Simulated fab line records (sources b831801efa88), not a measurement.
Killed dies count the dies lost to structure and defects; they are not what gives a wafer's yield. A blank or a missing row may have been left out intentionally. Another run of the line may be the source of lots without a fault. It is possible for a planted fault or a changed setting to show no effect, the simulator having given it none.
fab line records    flow sky130
record lots=6  wafers=17  lastDay=49
route steps=708 shown METAL5@677 PASSIVATION@681 PAD_OPEN@708
lots with no fault: from the same line, run without faults
startH: hours from the record's first day to the start of the lot's first wafer shown    waitH: hours elapsed since this lot's preceding step    " the same as in the row above    L1.1+2: a row that stands for several wafers    - value missing, or start not given    * or withheld: withheld    < > ~ a bound
route shown NAME@n: names a module that has steps shown in the file, with the first one's number in the route    usual: mean/standard deviation of fault-free wafers    same: alike in all rows    chamber/n: place in a boat    sites: readings site by site    _std_site: the values' standard deviation    _edge_site: the outer-site mean with the inner-site mean subtracted    radiusMm: for every site, how far away it sits from the centre of the wafer    mask NAME#n: copy n    behind: the tool/chamber that last shaped the wafer    hold: cause of the lot's hold/its duration in hours/its outcome    device: whichever transistor did not switch (one of n, p or np)    end of line: tests of these same wafers at the route's end    for a step that has no rows: nothing shown but its recipe    killed: not the wafer's yield, but the dies lost to structure and defects at the first sort    map: per-die view of a wafer (x killed, . not killed, _ where there is no die)
set.NAME: the setting that was run; set.NAME@STEP: the one run at that earlier step    model.NAME: the simulator's own value behind a step, which no gauge read
lots seen at some steps along the route; tables by step, rows by wafer
services: a tool's chamber out of use, with start hour (startH, from the record's first day; less than 0 if before it), hours out, and reason
## steps
# step SKY_METAL5_STRIP_16
# recipe chemistry=O2/N2  powerW=1400  pressureMtorr=1500  platenTempC=withheld  o2FlowSccm=3000  n2FlowSccm=300  overashFraction=0.5
# usual drypumpMotorCurrentA=5.9/0.52  oesProductAu=0.710/0.0043  stripTimeToEndpointS=13.12/0.088
lot.wafer  tool            chamber  startH   waitH  drypumpMotorCurrentA  oesProductAu  rfHoursCounterH  stripTimeToEndpointS
L651.2     plasmaAsher-04  1        1062.16  0.3    5.1                   0.715         62               13.14
L651.3     "               0        "        "      6.3                   0.714         -                13.05
L651.6     "               0        "        "      6.3                   0.709         -                13.11
L656.1     plasmaAsher-04  1        1095.72  0.2    5.0                   0.710         65               13.12
L656.3     "               1        "        "      5.0                   0.713         -                13.18
L656.4     "               0        "        "      6.3                   0.703         -                13.07
L658.2     plasmaAsher-02  1        1104.74  0.2    6.3                   0.720         4                13.14
L658.4     "               1        "        "      6.3                   0.711         -                13.22
L658.6     "               1        "        "      6.3                   0.702         -                13.27
L659.2     plasmaAsher-02  1        1108.14  0.2    6.3                   0.710         4                13.22
L659.3     "               1        "        "      6.3                   0.714         -                13.19
L659.5     "               1        "        "      6.3                   0.709         -                13.10
L664.2     plasmaAsher-04  1        1141.43  0.2    5.1                   0.711         70               13.12
L664.4     "               0        "        "      6.3                   0.702         -                13.17
L664.5     "               1        "        "      5.1                   0.715         -                13.18
L660.2     plasmaAsher-01  0        1143.97  0.2    5.4                   0.711         39               13.19
L660.6     "               0        "        "      5.4                   0.707         -                13.13
# step SKY_METAL5_STRIP_17
# recipe chemistry=postEtchResidueRemover  timeS=1200  tempC=72.5
# step SKY_METAL5_CLEAN_18
# recipe chemistry=IPA  timeS=180  tempC=25
# step SKY_METAL5_CLEAN_19
# recipe chemistry=O3/DIW  dry=n2Spin
# step SKY_PASSIVATION_CVD_00
# recipe material=SiO2  targetThkNm=90  tempC=400  timeS=withheld  rfW=600
# usual heaterPowerW=691/96
lot.wafer  tool      chamber  startH   waitH  heaterPowerW
L651.2     pecvd-03  1        1062.75  0.0    635
L651.3     "         2        "        "      733
L651.6     "         1        "        "      644
L656.1     pecvd-02  0        1096.31  0.0    606
L656.3     "         1        "        "      852
L656.4     "         1        "        "      866
L658.2     pecvd-04  2        1105.39  0.0    633
L658.4     "         1        "        "      807
L658.6     "         0        "        "      568
L659.2     pecvd-02  2        1108.74  0.0    677
L659.3     "         2        "        "      684
L659.5     "         2        "        "      683
L664.2     pecvd-02  2        1142.02  0.0    551
L664.4     "         2        "        "      556
L664.5     "         0        "        "      545
L660.2     pecvd-04  0        1144.60  0.0    596
L660.6     "         1        "        "      755
# step SKY_PASSIVATION_THK_MEAS_01
# recipe reads=SiO2_of_PASSIVATION_CVD_00
# usual PASSIVATION_CVD_00_THK=90.2/1.2
lot.wafer  tool          chamber  startH   waitH  PASSIVATION_CVD_00_THK[nm]
L651.2     filmMetro-03  -        1062.78  -      88.1
L651.3     "             -        "        "      88.6
L651.6     "             -        "        "      91.0
L656.1     filmMetro-04  -        1096.34  -      89.5
L656.3     "             -        "        "      89.8
L656.4     "             -        "        "      90.6
L658.2     filmMetro-04  -        1105.42  -      89.5
L658.4     "             -        "        "      90.1
L658.6     "             -        "        "      89.4
L659.2     filmMetro-04  -        1108.78  -      89.3
L659.3     "             -        "        "      91.0
L659.5     "             -        "        "      90.8
L664.2     filmMetro-02  -        1142.05  -      90.2
L664.4     "             -        "        "      91.9
L664.5     "             -        "        "      91.4
L660.2     filmMetro-03  -        1144.64  -      90.2
L660.6     "             -        "        "      89.8
# step SKY_PASSIVATION_CVD_02
# recipe material=Si3N4  targetThkNm=540  tempC=400  timeS=withheld  rfW=450
# usual heaterPowerW=724/98
lot.wafer  tool      chamber  startH   waitH  heaterPowerW
L651.2     pecvd-02  0        1062.83  0.0    631
L651.3     "         2        "        "      733
L651.6     "         1        "        "      853
L656.1     pecvd-03  1        1096.40  0.1    689
L656.3     "         2        "        "      762
L656.4     "         0        "        "      775
L658.2     pecvd-03  2        1105.47  0.0    863
L658.4     "         0        "        "      874
L658.6     "         1        "        "      572
L659.2     pecvd-04  1        1108.83  0.0    829
L659.3     "         2        "        "      628
L659.5     "         2        "        "      654
L664.2     pecvd-04  0        1142.10  0.0    697
L664.4     "         0        "        "      580
L664.5     "         2        "        "      564
L660.2     pecvd-03  2        1144.69  0.0    872
L660.6     "         1        "        "      696
# step SKY_PASSIVATION_THK_MEAS_03
# recipe reads=Si3N4_of_PASSIVATION_CVD_02
# usual PASSIVATION_CVD_02_THK=540/6.6
lot.wafer  tool          chamber  startH   waitH  PASSIVATION_CVD_02_THK[nm]
L651.2     filmMetro-03  -        1063.07  -      540
L651.3     "             -        "        "      531
L651.6     "             -        "        "      543
L656.1     filmMetro-03  -        1096.62  -      529
L656.3     "             -        "        "      541
L656.4     "             -        "        "      543
L658.2     filmMetro-04  -        1105.71  -      537
L658.4     "             -        "        "      540
L658.6     "             -        "        "      537
L659.2     filmMetro-03  -        1109.07  -      533
L659.3     "             -        "        "      537
L659.5     "             -        "        "      545
L664.2     filmMetro-03  -        1142.34  -      528
L664.4     "             -        "        "      548
L664.5     "             -        "        "      545
L660.2     filmMetro-02  -        1144.92  -      537
L660.6     "             -        "        "      535
# step SKY_PASSIVATION_DEHYDRATE_04
# recipe tempC=200  timeS=60
# step SKY_PASSIVATION_HMDS_05
# recipe primeTimeS=60  primeTempC=120
# step SKY_PASSIVATION_COAT_06
# recipe spinRpm=2000  resistThkNm=3000
# step SKY_PASSIVATION_SOFTBAKE_07
# recipe tempC=110  timeS=withheld
# step SKY_PASSIVATION_EXPOSE_08
# recipe maskId=NSM  targetCdNm=3000  na=0.57  doseMj=260
# usual stageVelMmS=499.96/0.24
lot.wafer  tool             chamber  startH   waitH  mask   stageVelMmS
L651.2     ilineStepper-01  0        1073.17  -      NSM#0  499.93
L651.3     "                0        "        "      NSM#0  500.02
L651.6     "                0        "        "      NSM#0  500.06
L656.1     ilineStepper-02  0        1106.37  -      NSM#0  500.29
L656.3     "                0        "        "      NSM#0  499.73
L656.4     "                0        "        "      NSM#0  499.93
L658.2     ilineStepper-02  0        1115.49  -      NSM#0  500.02
L658.4     "                0        "        "      NSM#0  500.10
L658.6     "                0        "        "      NSM#0  500.00
L659.2     ilineStepper-02  0        1119.43  -      NSM#0  499.86
L659.3     "                0        "        "      NSM#0  499.92
L659.5     "                0        "        "      NSM#0  500.34
L664.2     ilineStepper-02  0        1150.97  -      NSM#0  500.06
L664.4     "                0        "        "      NSM#0  500.23
L664.5     "                0        "        "      NSM#0  499.67
L660.2     ilineStepper-02  0        1153.40  -      NSM#0  500.14
L660.6     "                0        "        "      NSM#0  500.28
# step SKY_PASSIVATION_PEB_09
# recipe tempC=115  timeS=withheld
# step SKY_PASSIVATION_DEVELOP_10
# recipe developTimeS=60  devTempC=23
# step SKY_PASSIVATION_ETCH_11
# recipe chemistry=CF4/O2  targetDepthNm=725  stopOn=AlCu  sourceW=800  biasW=150  pressureMtorr=150  cf4FlowSccm=80  O2_flow_sccm=10  timeS=161.1
# usual drypumpMotorCurrentA=5.8/0.4  oesProductAu=0.978/0.0066  throttleValvePct=5.966/0.011
lot.wafer  tool        chamber  startH   waitH  drypumpMotorCurrentA  oesProductAu  rfHoursCounterH  throttleValvePct  model.PASSIVATION.cdNm
L651.2     rieDiel-03  0        1083.02  -      5.8                   0.981         15               5.955             2997
L651.3     "           2        "        "      5.9                   0.967         18               5.962             3000
L651.6     "           0        "        "      5.8                   0.977         -                5.988             2999
L656.1     rieDiel-04  0        1115.70  -      6.0                   0.971         16               5.966             2990
L656.3     "           1        "        "      5.5                   0.978         20               5.970             2990
L656.4     "           3        "        "      6.5                   0.989         19               5.984             2988
L658.2     rieDiel-04  0        1125.17  -      6.0                   0.971         16               5.977             2996
L658.4     "           1        "        "      5.5                   0.981         21               5.971             3001
L658.6     "           1        "        "      5.5                   0.971         -                5.957             3003
L659.2     rieDiel-04  0        1128.12  -      6.0                   0.969         16               5.970             2994
L659.3     "           1        "        "      5.5                   0.976         21               5.974             2994
L659.5     "           1        "        "      5.5                   0.982         -                5.971             2993
L664.2     rieDiel-04  0        1160.21  -      6.0                   0.966         17               5.971             2996
L664.4     "           3        "        "      6.5                   0.988         21               5.972             2999
L664.5     "           0        "        "      6.0                   0.976         -                5.961             3067
L660.2     rieDiel-04  3        1162.96  -      6.4                   0.972         21               5.936             2993
L660.6     "           0        "        "      6.0                   0.973         -                5.978             3071
# step SKY_PASSIVATION_STRIP_12
# recipe chemistry=O2/N2  powerW=1400  pressureMtorr=1500  platenTempC=withheld  overashFraction=0.7  o2FlowSccm=3000  n2FlowSccm=300
# usual drypumpMotorCurrentA=5.6/0.41  oesProductAu=0.660/0.005  stripTimeToEndpointS=31.52/0.11
lot.wafer  tool            chamber  startH   waitH  drypumpMotorCurrentA  oesProductAu  rfHoursCounterH  stripTimeToEndpointS
L651.2     plasmaAsher-03  0        1083.13  0.1    5.7                   0.666         93               31.55
L651.3     "               1        "        "      5.3                   0.664         -                31.51
L651.6     "               0        "        "      5.7                   0.655         -                31.39
L656.1     plasmaAsher-04  0        1115.81  0.1    6.3                   0.657         68               31.47
L656.3     "               0        "        "      6.3                   0.668         -                31.48
L656.4     "               1        "        "      5.1                   0.651         -                31.36
L658.2     plasmaAsher-01  0        1125.28  0.1    5.4                   0.668         37               31.38
L658.4     "               0        "        "      5.4                   0.660         -                31.58
L658.6     "               1        "        "      5.8                   0.657         -                31.46
L659.2     plasmaAsher-01  1        1128.23  0.1    5.9                   0.670         38               31.35
L659.3     "               1        "        "      5.9                   0.652         -                31.37
L659.5     "               1        "        "      5.9                   0.663         -                31.32
L664.2     plasmaAsher-04  1        1160.31  0.1    5.0                   0.659         72               31.48
L664.4     "               0        "        "      6.3                   0.662         -                31.43
L664.5     "               0        "        "      6.3                   0.664         -                31.53
L660.2     plasmaAsher-03  0        1163.06  0.1    5.7                   0.657         101              31.57
L660.6     "               0        "        "      5.7                   0.654         -                31.61
# step SKY_PAD_OPEN_PROBE_99
# usual defectLimitedYield=82.5/1.8  killed_at_M0_to_M3=43/6.6  killed_at_M4_up=3.2/1.8  killedAtContacts=24/5  killedAtFrontEnd=15/4.5  killedAtOther=0.2/0.46  killedDies=86/8.8  killedOpen=48/6.6  killedShort=38/6.1  sort_bin_3_pad_short=0.8/0.42  sort_bin_5_function=10.4/1.4  sort_bin_6_memory=6.3/1  sortNPass=406/8.8  sortYieldPct=82.5/1.8
# same grossDies=492  killedAtBackSide=0  sort_bin_4_leakage[%]=0  sort_bin_8_speed[%]=0
lot.wafer  tool       chamber  startH   waitH  defectLimitedYield[%]  killed_at_M0_to_M3  killed_at_M4_up  killedAtContacts  killedAtFrontEnd  killedAtOther  killedDies  killedOpen  killedShort  sort_bin_3_pad_short[%]  sort_bin_5_function[%]  sort_bin_6_memory[%]  sortNPass  sortYieldPct[%]
L658.2     prober-01  -        1146.44  0.1    83.5                   44                  5                25                7                 0              81          47          34           1.2                      10.4                    4.9                   411        83.5
L658.4     prober-01  -        1146.54  0.2    84.6                   43                  4                21                8                 0              76          45          31           0.6                      9.8                     5.1                   416        84.6
L658.6     prober-01  -        1146.64  0.2    81.7                   42                  5                25                18                0              90          50          40           0.2                      11.6                    6.5                   402        81.7
# killed by level:class
L658.2 VIA1:geometricParticle:open=10 VIA3:geometricParticle:open=10 CONTACT:geometricParticle:open=8 METAL1:geometricParticle:short=7 CONTACT:geometricParticle:short=5 LI_CONTACT:geometricParticle:open=5 LOCAL_INTERCONNECT:geometricParticle:short=5 FIELD_ISO:geometricParticle:open=4
L658.4 CONTACT:geometricParticle:open=12 VIA1:geometricParticle:open=9 VIA1:geometricParticle:short=7 VIA2:geometricParticle:open=6 FIELD_ISO:geometricParticle:short=4 VIA3:geometricParticle:open=4 LI_CONTACT:geometricParticle:open=3 LI_CONTACT:geometricParticle:short=3
L658.6 VIA1:geometricParticle:open=10 CONTACT:geometricParticle:open=8 LI_CONTACT:geometricParticle:open=7 FIELD_ISO:geometricParticle:open=7 LOCAL_INTERCONNECT:geometricParticle:short=6 VIA1:geometricParticle:short=5 METAL2:geometricParticle:short=5 VIA2:geometricParticle:open=5
## services
tool             chamber  startH   hours  kind
rieDiel-03       -        1038.96  1.5    repair
plasmaAsher-01   -        1047.35  2.8    pm
pecvd-03         -        1051.53  2.8    pm
plasmaAsher-02   -        1055.25  9.0    pm
rieDiel-03       3        1056.97  8.2    repair
pecvd-04         2        1062.23  22.9   repair
pecvd-02         -        1066.22  1.1    repair
ilineStepper-02  -        1071.01  1.0    repair
pecvd-04         0        1072.16  2.1    scheduledDown
ilineStepper-02  -        1082.45  8.9    pm
pecvd-02         0        1089.65  5.5    scheduledDown
pecvd-02         -        1097.80  2.8    pm
pecvd-04         2        1099.62  5.5    scheduledDown
plasmaAsher-01   -        1101.67  8.0    repair
pecvd-02         1        1106.90  2.1    scheduledDown
pecvd-03         2        1114.96  2.1    scheduledDown
ilineStepper-02  -        1116.04  1.7    pm
rieDiel-03       3        1117.05  10.8   repair
rieDiel-03       0        1117.25  9.5    repair
rieDiel-04       3        1127.34  6.8    repair
rieDiel-04       -        1128.62  0.2    repair
rieDiel-03       3        1153.08  9.3    repair
pecvd-04         2        1158.97  2.1    scheduledDown
rieDiel-03       0        1159.64  2.3    repair
## key
firstSign none at tools or gauges
modelEffect step=SKY_PASSIVATION_ETCH_11  value=PASSIVATION.cdNm  without=2992  struck=3069
metAt SKY_PASSIVATION_EXPOSE_08
struckWafers L660.6,L664.5
onsetBetween 1119.43 1150.97
fault kind=processParameterDrift  tool=ilineStepper-02  chamber=-  onsetH=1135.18  steps=SKY_PASSIVATION_EXPOSE_08  channel=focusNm  offset=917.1  shape=step  endH=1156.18  scope=struckWafersOnly
